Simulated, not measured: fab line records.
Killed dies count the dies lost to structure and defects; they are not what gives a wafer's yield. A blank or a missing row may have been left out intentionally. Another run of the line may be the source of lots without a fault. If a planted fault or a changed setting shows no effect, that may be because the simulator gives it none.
fab line records ; flow sky130
[record] lots = 5; wafers = 23
route steps=708 shown VIA2@514 CAPM@544 VIA3@594 METAL4@601 CAP2M@612 VIA4@641
startH: the number of hours between the record's first day and the start of the first shown wafer of the lot ; waitH: how many hours have passed since the lot's step before this one ; " repeats the value in the row above ; L1.1+2: a single row standing in for several wafers ; - no value, or no start given ; * or withheld: withheld ; < > ~ a bound
route shown NAME@n: names a module that has steps shown in the file, with the first one's number in the route ; usual: average and standard deviation across the fault-free wafers ; same: alike in all rows ; chamber/n: place in a boat ; sites: each site's reading ; _std_site: their standard deviation ; _edge_site: outer sites' mean less inner sites' ; radiusMm: how far each site lies from the wafer's centre ; mask NAME#n: copy n ; behind: the last tool/chamber to shape the wafer ; hold: what put the lot on hold/how long, in hours/how the hold closed ; device: the transistor (n, p or np) that didn't switch ; end of line: the same wafers' tests at the end of the route ; for a step that has no rows: nothing shown but its recipe ; killed: dies that structure and defects cost at the first sort, which is not the same as the wafer's yield ; map: dies across one wafer; x = killed, . = not, _ = none there
set.NAME: the setting that was run; set.NAME@STEP: the one run at that earlier step ; model.NAME: the simulator's own value behind a step, which no gauge read
one table per step and one row per wafer, for lots whose settings were changed on purpose
[[steps]]
[step SKY_VIA2_COAT_07]
[recipe] resist = KrF-thick; spinRpm = 3000; resistThkNm = 450
lot.wafer;tool;chamber;startH;waitH;set.spinRpm;model.KrF-thick_of_VIA2_COAT_07.thkNm
L074.1;lithoTrack-03;0;-;-;3000;450.2
L074.2;lithoTrack-03;0;-;-;3210;433.2
L074.3;lithoTrack-03;0;-;-;3000;448.7
L074.4;lithoTrack-03;0;-;-;3210;434.5
L074.5;lithoTrack-03;0;-;-;3210;434.1
L075.1;lithoTrack-01;0;-;-;3000;449.7
L075.4;lithoTrack-01;0;-;-;3000;450.1
L075.5;lithoTrack-01;0;-;-;3000;450.4
L077.1+2;lithoTrack-04;0;-;-;3000;450.2
L077.4;lithoTrack-04;0;-;-;3000;450.8
L077.5;lithoTrack-04;0;-;-;3000;450.6
L077.6;lithoTrack-04;0;-;-;3000;449.6
L080.2;lithoTrack-01;0;-;-;3111;442.3
L080.3;lithoTrack-01;0;-;-;3111;441.4
L080.4;lithoTrack-01;0;-;-;3000;449.6
L080.5;lithoTrack-01;0;-;-;3000;449.2
L080.6;lithoTrack-01;0;-;-;3000;449.3
L084.1;lithoTrack-03;0;-;-;3000;447.8
L084.2;lithoTrack-03;0;-;-;3000;445.8
L084.3;lithoTrack-03;0;-;-;3000;447.1
L084.5;lithoTrack-03;0;-;-;3000;446.8
L084.6;lithoTrack-03;0;-;-;3000;447.5
[step SKY_VIA2_SOFTBAKE_08]
[recipe] tempC = 100; timeS = 90; resist = KrF-thick
[step SKY_VIA2_EXPOSE_09]
[recipe] maskId = VIM2; na = 0.8; sourceShape = annular; sigmaInner = 0.55; sigmaOuter = 0.85; targetCdNm = 200; doseMj = 38
[step SKY_VIA2_ETCH_14]
[recipe] chemistry = N2/H2; target = BARC; ionEnergyEv = 200; sourceW = 500; biasW = 100; pressureMtorr = 30; n2FlowSccm = 100; h2FlowSccm = 200; stopOn = SiO2; timeS = 45.9; targetDepthA = 600
lot.wafer;tool;chamber;startH;waitH;set.spinRpm@VIA2_COAT_07;model.KrF-thick_of_VIA2_COAT_07.thkNm
L074.1;rieDiel-02;0;918.19;0.0;3000;392.6
L074.2;rieDiel-02;1;918.19;0.0;3210;375.5
L074.3;rieDiel-02;3;918.19;0.0;3000;390.8
L074.4;rieDiel-02;2;918.19;0.0;3210;377.6
L074.5;rieDiel-02;2;918.19;0.0;3210;377
L075.1;rieDiel-04;0;920.64;0.0;3000;391.9
L075.4;rieDiel-04;3;920.64;0.0;3000;392
L075.5;rieDiel-04;1;920.64;0.0;3000;392.6
L077.1;rieDiel-04;0;921.86;0.0;3000;392
L077.2+5;rieDiel-04;3,0;921.86;0.0;3000;392.7
L077.4;rieDiel-04;1;921.86;0.0;3000;392.8
L077.6;rieDiel-04;3;921.86;0.0;3000;391.8
L080.2;rieDiel-02;1;928.56;0.0;3111;384.1
L080.3;rieDiel-02;0;928.56;0.0;3111;383.4
L080.4;rieDiel-02;3;928.56;0.0;3000;391
L080.5;rieDiel-02;1;928.56;0.0;3000;390.9
L080.6;rieDiel-02;0;928.56;0.0;3000;391.6
L084.1;rieDiel-01;0;993.09;0.0;3000;390.1
L084.2;rieDiel-01;1;993.09;0.0;3000;387.6
L084.3+5+6;rieDiel-01;2,3,2;993.09;0.0;3000;390
[step SKY_VIA2_ETCH_15]
[recipe] target = SiO2; chemistry = C4F8/O2/Ar; targetDepthNm = 546; stopOn = TiN; maskMaterial = KrF-thick; sourceW = 1500; biasW = 1200; pressureMtorr = 40; c4f8FlowSccm = withheld; O2_flow_sccm = 6; Ar_flow_sccm = 300; timeS = 84
[usual] oesProductAu = 0.941/0.0047
lot.wafer;tool;chamber;startH;waitH;set.timeS;oesProductAu;model.TiN_of_METAL2_SPUTTER_04.thkNm
L074.1;rieDiel-02;0;918.24;0.0;84;0.937;70.06
L074.2;rieDiel-02;1;918.24;0.0;84;0.936;69.29
L074.3;rieDiel-02;3;918.24;0.0;84;0.947;69.21
L074.4;rieDiel-02;2;918.24;0.0;84;0.941;70.38
L074.5;rieDiel-02;2;918.24;0.0;84;0.938;69.2
L075.1;rieDiel-04;0;920.69;0.0;84;0.935;69.87
L075.4;rieDiel-04;3;920.69;0.0;84;0.948;70.21
L075.5;rieDiel-04;1;920.69;0.0;84;0.944;70.38
L077.1;rieDiel-04;0;921.90;0.0;84;0.941;69.64
L077.2;rieDiel-04;3;921.90;0.0;84;0.939;70.86
L077.4;rieDiel-04;1;921.90;0.0;92.53;0.928;68.51
L077.5;rieDiel-04;0;921.90;0.0;92.53;0.925;67.69
L077.6;rieDiel-04;3;921.90;0.0;92.53;0.928;68.06
L080.2;rieDiel-02;1;928.60;0.0;84;0.937;69.89
L080.3;rieDiel-02;0;928.60;0.0;84;0.946;69.63
L080.4;rieDiel-02;3;928.60;0.0;93.92;0.927;66.43
L080.5;rieDiel-02;1;928.60;0.0;84;0.950;69.16
L080.6;rieDiel-02;0;928.60;0.0;93.92;0.926;67.3
L084.1;rieDiel-01;0;993.14;0.0;96.08;0.922;66.29
L084.2;rieDiel-01;1;993.14;0.0;84;0.945;69.25
L084.3;rieDiel-01;2;993.14;0.0;84;0.941;69.57
L084.5;rieDiel-01;3;993.14;0.0;84;0.936;69.84
L084.6;rieDiel-01;2;993.14;0.0;96.08;0.920;66.74
[step SKY_VIA2_CVD_21]
[recipe] material = W; targetThkNm = 420; timeS = 126.4; tempC = 400; pressureTorr = 40
lot.wafer;tool;chamber;startH;waitH;set.tempC;model.W_of_VIA2_CVD_21.thkNm
L074.1;cvdW-02;1;919.02;0.0;400;413.7
L074.2;cvdW-02;0;919.02;0.0;400;412.9
L074.3;cvdW-02;0;919.02;0.0;410.6;495.4
L074.4;cvdW-02;1;919.02;0.0;410.6;498.1
L074.5;cvdW-02;1;919.02;0.0;410.6;494.5
L075.1;cvdW-02;1;921.48;0.0;400;408
L075.4;cvdW-02;0;921.48;0.0;400;412.9
L075.5;cvdW-02;0;921.48;0.0;400;406.3
L077.1;cvdW-02;0;922.65;0.0;400;414.4
L077.2+5;cvdW-02;1,0;922.65;0.0;406.1;464.2
L077.4;cvdW-02;0;922.65;0.0;406.1;461.9
L077.6;cvdW-02;1;922.65;0.0;400;416.3
L080.2;cvdW-01;0;929.38;0.0;388.4;347.5
L080.3;cvdW-01;1;929.38;0.0;400;426.9
L080.4;cvdW-01;0;929.38;0.0;400;424.1
L080.5;cvdW-01;0;929.38;0.0;388.4;346.2
L080.6;cvdW-01;1;929.38;0.0;388.4;348.6
L084.1;cvdW-02;0;993.85;0.0;400;418.1
L084.2;cvdW-02;1;993.85;0.0;410;490.3
L084.3;cvdW-02;0;993.85;0.0;410;494.7
L084.5;cvdW-02;0;993.85;0.0;400;417.1
L084.6;cvdW-02;1;993.85;0.0;410;491.4
[step SKY_VIA2_RS_MEAS_22]
[recipe] thkMeasGauge = four-point-probe; reads = W_of_VIA2_CVD_21+TiN_of_VIA2_SPUTTER_20
[usual] VIA2_W_RS = 0.274/0.0036
lot.wafer;tool;chamber;startH;waitH;set.tempC@VIA2_CVD_21;VIA2_W_RS[ohm/sq]
L074.1;filmMetro-03;-;919.15;0.1;400;0.277
L074.2;filmMetro-03;-;919.15;0.1;400;0.278
L074.3;filmMetro-03;-;919.15;0.1;410.6;0.231
L074.4;filmMetro-03;-;919.15;0.1;410.6;0.229
L074.5;filmMetro-03;-;919.15;0.1;410.6;0.231
L075.1;filmMetro-01;-;921.62;0.1;400;0.280
L075.4;filmMetro-01;-;921.62;0.1;400;0.277
L075.5;filmMetro-01;-;921.62;0.1;400;0.282
L077.1;filmMetro-03;-;922.78;0.1;400;0.276
L077.2;filmMetro-03;-;922.78;0.1;406.1;0.247
L077.4;filmMetro-03;-;922.78;0.1;406.1;0.248
L077.5;filmMetro-03;-;922.78;0.1;406.1;0.247
L077.6;filmMetro-03;-;922.78;0.1;400;0.276
L080.2;filmMetro-01;-;929.53;0.1;388.4;0.330
L080.3;filmMetro-01;-;929.53;0.1;400;0.268
L080.4;filmMetro-01;-;929.53;0.1;400;0.270
L080.5;filmMetro-01;-;929.53;0.1;388.4;0.332
L080.6;filmMetro-01;-;929.53;0.1;388.4;0.329
L084.1;filmMetro-02;-;993.98;0.1;400;0.274
L084.2;filmMetro-02;-;993.98;0.1;410;0.233
L084.3;filmMetro-02;-;993.98;0.1;410;0.232
L084.5;filmMetro-02;-;993.98;0.1;400;0.275
L084.6;filmMetro-02;-;993.98;0.1;410;0.233
[step SKY_VIA2_THK_MEAS_23]
[recipe] thkMeasGauge = xrf; reads = W_of_VIA2_CVD_21
[usual] VIA2_W_THK = 410/9.3
lot.wafer;tool;chamber;startH;waitH;set.tempC@VIA2_CVD_21;VIA2_W_THK[nm]
L074.1;filmMetro-03;-;919.27;0.1;400;405
L074.2;filmMetro-03;-;919.27;0.1;400;403
L074.3;filmMetro-03;-;919.27;0.1;410.6;479
L074.4;filmMetro-03;-;919.27;0.1;410.6;488
L074.5;filmMetro-03;-;919.27;0.1;410.6;481
L075.1;filmMetro-01;-;921.74;0.1;400;393
L075.4;filmMetro-01;-;921.74;0.1;400;396
L075.5;filmMetro-01;-;921.74;0.1;400;393
L077.1;filmMetro-03;-;922.90;0.1;400;404
L077.2;filmMetro-03;-;922.90;0.1;406.1;451
L077.4;filmMetro-03;-;922.90;0.1;406.1;449
L077.5;filmMetro-03;-;922.90;0.1;406.1;451
L077.6;filmMetro-03;-;922.90;0.1;400;407
L080.2;filmMetro-01;-;929.64;0.1;388.4;337
L080.3;filmMetro-01;-;929.64;0.1;400;412
L080.4;filmMetro-01;-;929.64;0.1;400;411
L080.5;filmMetro-01;-;929.64;0.1;388.4;336
L080.6;filmMetro-01;-;929.64;0.1;388.4;339
L084.1;filmMetro-02;-;994.10;0.1;400;423
L084.2;filmMetro-02;-;994.10;0.1;410;495
L084.3;filmMetro-02;-;994.10;0.1;410;499
L084.5;filmMetro-02;-;994.10;0.1;400;420
L084.6;filmMetro-02;-;994.10;0.1;410;500
[step SKY_CAPM_COAT_07]
[recipe] resist = NOVOLAK; spinRpm = 3000; resistThkNm = 1140
lot.wafer;tool;chamber;startH;waitH;set.resistThkNm;model.NOVOLAK_of_CAPM_COAT_07.thkNm
L074.1;lithoTrack-02;0;930.63;0.1;1169;1173
L074.2;lithoTrack-02;0;930.63;0.1;1140;1143
L074.3;lithoTrack-02;0;930.63;0.1;1140;1142
L074.4;lithoTrack-02;0;930.63;0.1;1140;1140
L074.5;lithoTrack-02;0;930.63;0.1;1169;1170
L075.1;lithoTrack-01;0;933.07;0.1;1140;1136
L075.4;lithoTrack-01;0;933.07;0.1;1140;1138
L075.5;lithoTrack-01;0;933.07;0.1;1140;1137
L077.1+5;lithoTrack-01;0;934.32;0.1;1203;1200
L077.2;lithoTrack-01;0;934.32;0.1;1140;1137
L077.4;lithoTrack-01;0;934.32;0.1;1140;1138
L077.6;lithoTrack-01;0;934.32;0.1;1140;1135
L080.2;lithoTrack-01;0;943.50;0.1;1140;1135
L080.3;lithoTrack-01;0;943.50;0.1;1140;1138
L080.4;lithoTrack-01;0;943.50;0.1;1140;1136
L080.5;lithoTrack-01;0;943.50;0.1;1140;1137
L080.6;lithoTrack-01;0;943.50;0.1;1140;1140
L084.1;lithoTrack-04;0;1005.26;0.1;1180;1179
L084.2;lithoTrack-04;0;1005.26;0.1;1180;1173
L084.3;lithoTrack-04;0;1005.26;0.1;1140;1135
L084.5;lithoTrack-04;0;1005.26;0.1;1140;1137
L084.6;lithoTrack-04;0;1005.26;0.1;1180;1172
[step SKY_CAPM_SOFTBAKE_08]
[recipe] tempC = 90; timeS = 60; resist = NOVOLAK
[step SKY_CAPM_EXPOSE_09]
[recipe] maskId = CAPM; na = 0.6; sourceShape = conventional; sigmaOuter = 0.6; polarization = unpolarized; targetCdNm = 1000; doseMj = 159
[step SKY_CAPM_DEVELOP_11]
[recipe] resist = NOVOLAK; developer = TMAH; developTimeS = 60; devTempC = 23
[step SKY_CAPM_METAL_ETCH_13]
[recipe] targetDepthNm = 220; stopOn = SiO2; chemistry = Cl2/BCl3; target = TiN; pressureMtorr = 10; icpW = 900; biasW = 48.5; Cl2_flow_sccm = 60; bcl3FlowSccm = 30; timeS = 62.9
lot.wafer;tool;chamber;startH;waitH;set.resistThkNm@CAPM_COAT_07;model.CAPM.cdNm
L074.1+5;rieMetal-01;0,1;944.36;0.0;1169;1000
L074.2;rieMetal-01;1;944.36;0.0;1140;997.3
L074.3;rieMetal-01;1;944.36;0.0;1140;999.4
L074.4;rieMetal-01;0;944.36;0.0;1140;995.1
L075.1+4;rieMetal-01;1,0;946.21;0.0;1140;1000
L075.5;rieMetal-01;0;946.21;0.0;1140;998.3
L077.1+5;rieMetal-02;0,1;947.46;0.0;1203;1006
L077.2;rieMetal-02;1;947.46;0.0;1140;999.7
L077.4;rieMetal-02;0;947.46;0.0;1140;1000
L077.6;rieMetal-02;0;947.46;0.0;1140;1001
L080.2+4;rieMetal-01;1,0;954.36;0.0;1140;998.8
L080.3;rieMetal-01;1;954.36;0.0;1140;999.5
L080.5;rieMetal-01;1;954.36;0.0;1140;1001
L080.6;rieMetal-01;0;954.36;0.0;1140;997.2
L084.1;rieMetal-02;1;1015.84;0.0;1180;1006
L084.2;rieMetal-02;0;1015.84;0.0;1180;1005
L084.3;rieMetal-02;0;1015.84;0.0;1140;1002
L084.5;rieMetal-02;0;1015.84;0.0;1140;1000
L084.6;rieMetal-02;1;1015.84;0.0;1180;1004
[step SKY_CAPM_STRIP_14]
[recipe] chemistry = O2/N2; powerW = 1400; pressureMtorr = 1500; platenTempC = withheld; o2FlowSccm = 3000; n2FlowSccm = 300; overashFraction = 0.5
[usual] stripTimeToEndpointS = 12.65/0.05
lot.wafer;tool;chamber;startH;waitH;set.resistThkNm@CAPM_COAT_07;stripTimeToEndpointS
L074.1;plasmaAsher-04;1;944.44;0.1;1169;12.99
L074.2;plasmaAsher-04;0;944.44;0.1;1140;12.68
L074.3;plasmaAsher-04;1;944.44;0.1;1140;12.70
L074.4;plasmaAsher-04;0;944.44;0.1;1140;12.67
L074.5;plasmaAsher-04;1;944.44;0.1;1169;12.95
L075.1;plasmaAsher-03;1;946.29;0.1;1140;12.59
L075.4;plasmaAsher-03;1;946.29;0.1;1140;12.66
L075.5;plasmaAsher-03;0;946.29;0.1;1140;12.64
L077.1;plasmaAsher-01;0;947.54;0.1;1203;13.24
L077.2;plasmaAsher-01;1;947.54;0.1;1140;12.61
L077.4;plasmaAsher-01;0;947.54;0.1;1140;12.61
L077.5;plasmaAsher-01;1;947.54;0.1;1203;13.25
L077.6;plasmaAsher-01;0;947.54;0.1;1140;12.58
L080.2;plasmaAsher-01;0;954.44;0.1;1140;12.59
L080.3;plasmaAsher-01;1;954.44;0.1;1140;12.63
L080.4;plasmaAsher-01;0;954.44;0.1;1140;12.62
L080.5;plasmaAsher-01;0;954.44;0.1;1140;12.60
L080.6;plasmaAsher-01;1;954.44;0.1;1140;12.68
L084.1;plasmaAsher-03;0;1015.92;0.1;1180;13.01
L084.2;plasmaAsher-03;1;1015.92;0.1;1180;12.90
L084.3;plasmaAsher-03;0;1015.92;0.1;1140;12.54
L084.5;plasmaAsher-03;1;1015.92;0.1;1140;12.55
L084.6;plasmaAsher-03;0;1015.92;0.1;1180;12.93
[step SKY_VIA3_CVD_21]
[recipe] material = W; targetThkNm = 390; timeS = 117.31; tempC = 400; pressureTorr = 40
lot.wafer;tool;chamber;startH;waitH;set.pressureTorr;model.W_of_VIA3_CVD_21.thkNm
L074.1;cvdW-01;0;999.76;0.0;41.76;393.2
L074.2;cvdW-01;1;999.76;0.0;41.76;393.9
L074.3;cvdW-01;1;999.76;0.0;41.76;388.7
L074.4;cvdW-01;0;999.76;0.0;41.76;395.1
L074.5;cvdW-01;0;999.76;0.0;41.76;391.8
L075.1;cvdW-02;0;1001.89;0.0;40;388.4
L075.4;cvdW-02;0;1001.89;0.0;40;390
L075.5;cvdW-02;1;1001.89;0.0;40;385.8
L077.1;cvdW-02;1;1002.23;0.0;40;386.1
L077.2;cvdW-02;0;1002.23;0.0;40;385.9
L077.4;cvdW-02;0;1002.23;0.0;40;386
L077.5;cvdW-02;1;1002.23;0.0;40;383.4
L077.6;cvdW-02;0;1002.23;0.0;40;386.2
L080.2;cvdW-02;0;1008.25;0.0;40;388.6
L080.3;cvdW-02;0;1008.25;0.0;40;389.9
L080.4;cvdW-02;1;1008.25;0.0;40;392
L080.5;cvdW-02;0;1008.25;0.0;40;385.1
L080.6;cvdW-02;1;1008.25;0.0;40;389.7
L084.1;cvdW-02;1;1062.28;0.0;34.35;365.4
L084.2;cvdW-02;0;1062.28;0.0;34.35;357.8
L084.3;cvdW-02;1;1062.28;0.0;34.35;363.9
L084.5;cvdW-02;1;1062.28;0.0;34.35;362.4
L084.6;cvdW-02;0;1062.28;0.0;34.35;363.3
[step SKY_VIA3_RS_MEAS_22]
[recipe] thkMeasGauge = four-point-probe; reads = W_of_VIA3_CVD_21+TiN_of_VIA3_SPUTTER_20
[usual] VIA3_W_RS = 0.2964/0.0025
lot.wafer;tool;chamber;startH;waitH;set.pressureTorr@VIA3_CVD_21;VIA3_W_RS[ohm/sq]
L074.1;filmMetro-03;-;999.88;0.1;41.76;0.2918
L074.2;filmMetro-03;-;999.88;0.1;41.76;0.2909
L074.3;filmMetro-03;-;999.88;0.1;41.76;0.2949
L074.4;filmMetro-03;-;999.88;0.1;41.76;0.2905
L074.5;filmMetro-03;-;999.88;0.1;41.76;0.2927
L075.1;filmMetro-01;-;1002.01;0.1;40;0.2951
L075.4;filmMetro-01;-;1002.01;0.1;40;0.2936
L075.5;filmMetro-01;-;1002.01;0.1;40;0.2968
L077.1;filmMetro-03;-;1002.35;0.1;40;0.2972
L077.2;filmMetro-03;-;1002.35;0.1;40;0.2973
L077.4;filmMetro-03;-;1002.35;0.1;40;0.2975
L077.5;filmMetro-03;-;1002.35;0.1;40;0.2990
L077.6;filmMetro-03;-;1002.35;0.1;40;0.2970
L080.2;filmMetro-01;-;1008.40;0.1;40;0.2947
L080.3;filmMetro-01;-;1008.40;0.1;40;0.2937
L080.4;filmMetro-01;-;1008.40;0.1;40;0.2924
L080.5;filmMetro-01;-;1008.40;0.1;40;0.2974
L080.6;filmMetro-01;-;1008.40;0.1;40;0.2940
L084.1;filmMetro-01;-;1062.40;0.1;34.35;0.3138
L084.2;filmMetro-01;-;1062.40;0.1;34.35;0.3198
L084.3;filmMetro-01;-;1062.40;0.1;34.35;0.3147
L084.5;filmMetro-01;-;1062.40;0.1;34.35;0.3164
L084.6;filmMetro-01;-;1062.40;0.1;34.35;0.3156
[step SKY_VIA3_THK_MEAS_23]
[recipe] thkMeasGauge = xrf; reads = W_of_VIA3_CVD_21
[usual] VIA3_W_THK = 375/4.7
lot.wafer;tool;chamber;startH;waitH;set.pressureTorr@VIA3_CVD_21;VIA3_W_THK[nm]
L074.1;filmMetro-03;-;1000.00;0.1;41.76;380
L074.2;filmMetro-03;-;1000.00;0.1;41.76;382
L074.3;filmMetro-03;-;1000.00;0.1;41.76;380
L074.4;filmMetro-03;-;1000.00;0.1;41.76;384
L074.5;filmMetro-03;-;1000.00;0.1;41.76;381
L075.1;filmMetro-01;-;1002.13;0.1;40;380
L075.4;filmMetro-01;-;1002.13;0.1;40;378
L075.5;filmMetro-01;-;1002.13;0.1;40;379
L077.1;filmMetro-03;-;1002.47;0.1;40;375
L077.2;filmMetro-03;-;1002.47;0.1;40;376
L077.4;filmMetro-03;-;1002.47;0.1;40;376
L077.5;filmMetro-03;-;1002.47;0.1;40;372
L077.6;filmMetro-03;-;1002.47;0.1;40;374
L080.2;filmMetro-01;-;1008.51;0.1;40;377
L080.3;filmMetro-01;-;1008.51;0.1;40;379
L080.4;filmMetro-01;-;1008.51;0.1;40;381
L080.5;filmMetro-01;-;1008.51;0.1;40;377
L080.6;filmMetro-01;-;1008.51;0.1;40;382
L084.1;filmMetro-01;-;1062.52;0.1;34.35;353
L084.2;filmMetro-01;-;1062.52;0.1;34.35;346
L084.3;filmMetro-01;-;1062.52;0.1;34.35;351
L084.5;filmMetro-01;-;1062.52;0.1;34.35;352
L084.6;filmMetro-01;-;1062.52;0.1;34.35;351
[step SKY_METAL4_SPUTTER_03]
[recipe] material = Ti; targetThkNm = 5; powerW = 3000; timeS = 3.3; chamberPressurePa = 0.4
lot.wafer;tool;chamber;startH;waitH;set.powerW;model.Ti_of_METAL4_SPUTTER_03.thkNm
L074.1;pvdSputter-04;-;1000.45;0.0;2830;4.623
L074.2;pvdSputter-04;-;1000.45;0.0;3000;4.868
L074.3;pvdSputter-04;-;1000.45;0.0;2830;4.651
L074.4;pvdSputter-04;-;1000.45;0.0;3000;4.849
L074.5;pvdSputter-04;-;1000.45;0.0;2830;4.594
L075.1;pvdSputter-04;-;1002.57;0.0;3000;4.957
L075.4;pvdSputter-04;-;1002.57;0.0;3000;4.966
L075.5;pvdSputter-04;-;1002.57;0.0;3000;4.929
L077.1;pvdSputter-04;-;1002.92;0.0;3000;4.782
L077.2;pvdSputter-04;-;1002.92;0.0;2776;4.533
L077.4;pvdSputter-04;-;1002.92;0.0;2776;4.43
L077.5;pvdSputter-04;-;1002.92;0.0;2776;4.505
L077.6;pvdSputter-04;-;1002.92;0.0;3000;4.855
L080.2;pvdSputter-04;-;1008.94;0.0;3341;5.699
L080.3;pvdSputter-04;-;1008.94;0.0;3341;5.722
L080.4;pvdSputter-04;-;1008.94;0.0;3000;5.153
L080.5;pvdSputter-04;-;1008.94;0.0;3341;5.589
L080.6;pvdSputter-04;-;1008.94;0.0;3000;5.043
L084.1;pvdSputter-01;-;1062.97;0.0;3000;5.17
L084.2;pvdSputter-01;-;1062.97;0.0;3000;4.905
L084.3;pvdSputter-01;-;1062.97;0.0;3000;5.142
L084.5;pvdSputter-01;-;1062.97;0.0;3000;5.116
L084.6;pvdSputter-01;-;1062.97;0.0;3000;4.852
[step SKY_CAP2M_EXPOSE_09]
[recipe] maskId = CAP2M; na = 0.6; sourceShape = conventional; sigmaOuter = 0.6; polarization = unpolarized; targetCdNm = 1000; doseMj = 159
lot.wafer;tool;chamber;startH;waitH;mask;set.doseMj
L074.1+2+3+4+5;ilineStepper-01;0;-;-;CAP2M#0;159
L075.1+4+5;ilineStepper-01;0;-;-;CAP2M#0;159
L077.1+5;ilineStepper-02;0;-;-;CAP2M#0;147.8
L077.2+4+6;ilineStepper-02;0;-;-;CAP2M#0;159
L080.2+3+4+5+6;ilineStepper-01;0;-;-;CAP2M#0;159
L084.1+2+6;ilineStepper-02;0;-;-;CAP2M#0;159
L084.3+5;ilineStepper-02;0;-;-;CAP2M#0;164.3
[step SKY_CAP2M_PEB_10]
[recipe] tempC = withheld; timeS = *; resist = NOVOLAK
[step SKY_CAP2M_DEVELOP_11]
[recipe] resist = NOVOLAK; developer = TMAH; developTimeS = 60; devTempC = 23
[step SKY_CAP2M_METAL_ETCH_13]
[recipe] targetDepthNm = 220; stopOn = SiO2; chemistry = Cl2/BCl3; target = TiN; pressureMtorr = 10; icpW = 900; biasW = 48.5; Cl2_flow_sccm = 60; bcl3FlowSccm = 30; timeS = 62.9
lot.wafer;tool;chamber;startH;waitH;set.doseMj@CAP2M_EXPOSE_09;model.CAP2M.cdNm
L074.1;rieMetal-03;1;1021.19;0.0;159;997
L074.2;rieMetal-03;0;1021.19;0.0;159;991
L074.3;rieMetal-03;1;1021.19;0.0;159;996.5
L074.4;rieMetal-03;0;1021.19;0.0;159;992.4
L074.5;rieMetal-03;0;1021.19;0.0;159;997.1
L075.1;rieMetal-02;0;1023.81;0.0;159;997.6
L075.4;rieMetal-02;1;1023.81;0.0;159;1000
L075.5;rieMetal-02;1;1023.81;0.0;159;1001
L077.1;rieMetal-03;0;1024.41;0.0;147.8;1020
L077.2;rieMetal-03;1;1024.41;0.0;159;1002
L077.4;rieMetal-03;1;1024.41;0.0;159;1000
L077.5;rieMetal-03;1;1024.41;0.0;147.8;1022
L077.6;rieMetal-03;0;1024.41;0.0;159;998.4
L080.2;rieMetal-04;0;1030.29;0.0;159;1000
L080.3;rieMetal-04;1;1030.29;0.0;159;999.2
L080.4;rieMetal-04;0;1030.29;0.0;159;998.9
L080.5;rieMetal-04;0;1030.29;0.0;159;998.5
L080.6;rieMetal-04;1;1030.29;0.0;159;998
L084.1+6;rieMetal-03;0,1;1084.39;0.0;159;1003
L084.2;rieMetal-03;1;1084.39;0.0;159;1000
L084.3;rieMetal-03;1;1084.39;0.0;164.3;993.6
L084.5;rieMetal-03;0;1084.39;0.0;164.3;989.4
[step SKY_VIA4_CMP_02]
[recipe] material = SiO2; downForcePsi = 4; platenRpm = 60; padVelocityMS = 0.94248
lot.wafer;tool;chamber;startH;waitH;set.leaveAboveRefNm;model.SiO2_of_VIA4_HDPCVD_00.thkNm
L074.4+3;cmp-02;1,2;1045.73;0.0;559.8;-
L074.2;cmp-02;3;1045.73;0.0;580;581.7
L074.1;cmp-02;0;1045.73;0.0;559.8;559.8
L074.5;cmp-02;1;1045.73;0.0;580;580.7
L075.1;cmp-02;2;1048.89;0.1;580;578.5
L075.4+5;cmp-02;3,2;1048.89;0.1;580;579
L077.4+2+5;cmp-02;0,2,0;1049.54;0.0;580;-
L077.1;cmp-02;1;1049.54;0.0;580;578.6
L077.6;cmp-02;1;1049.54;0.0;580;579.6
L080.4;cmp-02;2;1056.12;0.1;544.6;542.9
L080.3;cmp-02;3;1056.12;0.1;544.6;544.7
L080.2;cmp-02;0;1056.12;0.1;544.6;544.9
L080.6;cmp-02;1;1056.12;0.1;580;578.4
L080.5;cmp-02;2;1056.12;0.1;580;579.8
L084.2+5;cmp-01;0;1108.09;0.0;580;-
L084.1;cmp-01;1;1108.09;0.0;580;580.8
L084.3;cmp-01;3;1108.09;0.0;580;581.6
L084.6;cmp-01;1;1108.09;0.0;580;581.8
[[key]]
[split] step = SKY_VIA2_COAT_07; setting = spinRpm; stated = 3000; by = wafer
[response] step = SKY_VIA2_COAT_07; reading = model.KrF-thick_of_VIA2_COAT_07.thkNm; change = -2.18; per = 1%; r = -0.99
[response] step = SKY_VIA2_ETCH_14; reading = model.KrF-thick_of_VIA2_COAT_07.thkNm; change = -2.11; per = 1%; r = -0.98
[split] step = SKY_VIA2_ETCH_15; setting = timeS; stated = 84; by = wafer
[response] step = SKY_VIA2_ETCH_15; reading = oesProductAu; change = -0.00138; per = 1%; r = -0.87
[response] step = SKY_VIA2_ETCH_15; reading = model.TiN_of_METAL2_SPUTTER_04.thkNm; change = -0.217; per = 1%; r = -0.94
[split] step = SKY_VIA2_CVD_21; setting = tempC; stated = 400; by = wafer
[response] step = SKY_VIA2_CVD_21; reading = model.W_of_VIA2_CVD_21.thkNm; change = +29.4; per = 1%; r = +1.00
[response] step = SKY_VIA2_RS_MEAS_22; reading = VIA2_W_RS; change = -0.0188; per = 1%; r = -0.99
[response] step = SKY_VIA2_THK_MEAS_23; reading = VIA2_W_THK; change = +28.5; per = 1%; r = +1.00
[split] step = SKY_CAPM_COAT_07; setting = resistThkNm; stated = 1140; by = wafer
[response] step = SKY_CAPM_COAT_07; reading = model.NOVOLAK_of_CAPM_COAT_07.thkNm; change = +11.3; per = 1%; r = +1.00
[response] step = SKY_CAPM_METAL_ETCH_13; reading = model.CAPM.cdNm; change = +1.07; per = 1%; r = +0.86
[response] step = SKY_CAPM_STRIP_14; reading = stripTimeToEndpointS; change = *; per = 1%; r = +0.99
[split] step = SKY_VIA3_CVD_21; setting = pressureTorr; stated = 40; by = lot
[response] step = SKY_VIA3_CVD_21; reading = model.W_of_VIA3_CVD_21.thkNm; change = +1.67; per = 1%; r = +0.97
[response] step = SKY_VIA3_RS_MEAS_22; reading = VIA3_W_RS; change = -0.00134; per = 1%; r = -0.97
[response] step = SKY_VIA3_THK_MEAS_23; reading = VIA3_W_THK; change = +1.76; per = 1%; r = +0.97
[split] step = SKY_METAL4_SPUTTER_03; setting = powerW; stated = 3000; by = wafer
[response] step = SKY_METAL4_SPUTTER_03; reading = model.Ti_of_METAL4_SPUTTER_03.thkNm; change = +0.0474; per = 1%; r = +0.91
[split] step = SKY_CAP2M_EXPOSE_09; setting = doseMj; stated = 159; by = wafer
[response] step = SKY_CAP2M_METAL_ETCH_13; reading = model.CAP2M.cdNm; change = -2.96; per = 1%; r = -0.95
[split] step = SKY_VIA4_CMP_02; setting = leaveAboveRefNm; stated = 580; by = wafer
[response] step = SKY_VIA4_CMP_02; reading = model.SiO2_of_VIA4_HDPCVD_00.thkNm; change = +5.79; per = 1%; r = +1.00
